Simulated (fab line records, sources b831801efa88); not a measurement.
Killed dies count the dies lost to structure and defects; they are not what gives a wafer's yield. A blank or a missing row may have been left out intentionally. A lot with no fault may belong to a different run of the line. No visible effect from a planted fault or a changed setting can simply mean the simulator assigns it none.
Which tool was responsible? / flow gf180mcu / 12 lots (36 wafers sampled), 1 step of a 602-step route

## WHAT THE GAUGES READ, wafer by wafer
GF_STI_BOW_MEAS_00.
lot=L075; measured=day 1 15:00; on=film_metro-04; INCOMING_BOW (um)=4 -15 2
lot=L077; measured=day 2 01:01; on=film_metro-02; INCOMING_BOW (um)=10 3 -2
lot=L079; measured=day 2 11:04; on=film_metro-02; INCOMING_BOW (um)=1 10 5
lot=L081; measured=day 2 21:00; on=film_metro-02; INCOMING_BOW (um)=1 6 4
lot=L083; measured=day 3 07:00; on=film_metro-02; INCOMING_BOW (um)=-9 -2 -18
lot=L085; measured=day 3 17:01; on=film_metro-01; INCOMING_BOW (um)=0 -2 7
lot=L087; measured=day 4 03:01; on=film_metro-01; INCOMING_BOW (um)=3 -3 6
lot=L089; measured=day 4 13:01; on=film_metro-01; INCOMING_BOW (um)=-4 -4 1
lot=L091; measured=day 4 23:00; on=film_metro-01; INCOMING_BOW (um)=0 14 6
lot=L093; measured=day 5 09:01; on=film_metro-04; INCOMING_BOW (um)=1 2 10
lot=L095; measured=day 5 19:01; on=film_metro-02; INCOMING_BOW (um)=-1 1 2
lot=L097; measured=day 6 05:02; on=film_metro-02; INCOMING_BOW (um)=5 2 4

## TOOL THAT RAN EACH LOT (tool first, then ch and the chambers of the sampled wafers, then the start)
The record shows no process step preceding these readings.

## THE ANSWER, worked out from the rows above alone
Rule: usual is defined by the lots themselves. The widest of any qualifying gaps counts: lots, ordered by their means at a reading, are off when they make up no more than a third of the lots, leave a main group of 4 or more, and stand apart from it by 3 or more times the standard deviation of that group's means. If all means in a main group match to the digits the tables above print for the reading, that group is not used. Also off: a lot with no number at a reading for which 4 or more lots have one. The other lots that the step has rows for count as sound.
No lot is off at any reading shown: from this, nothing can be told.

## WHAT THE SIMULATOR HAD PUT IN
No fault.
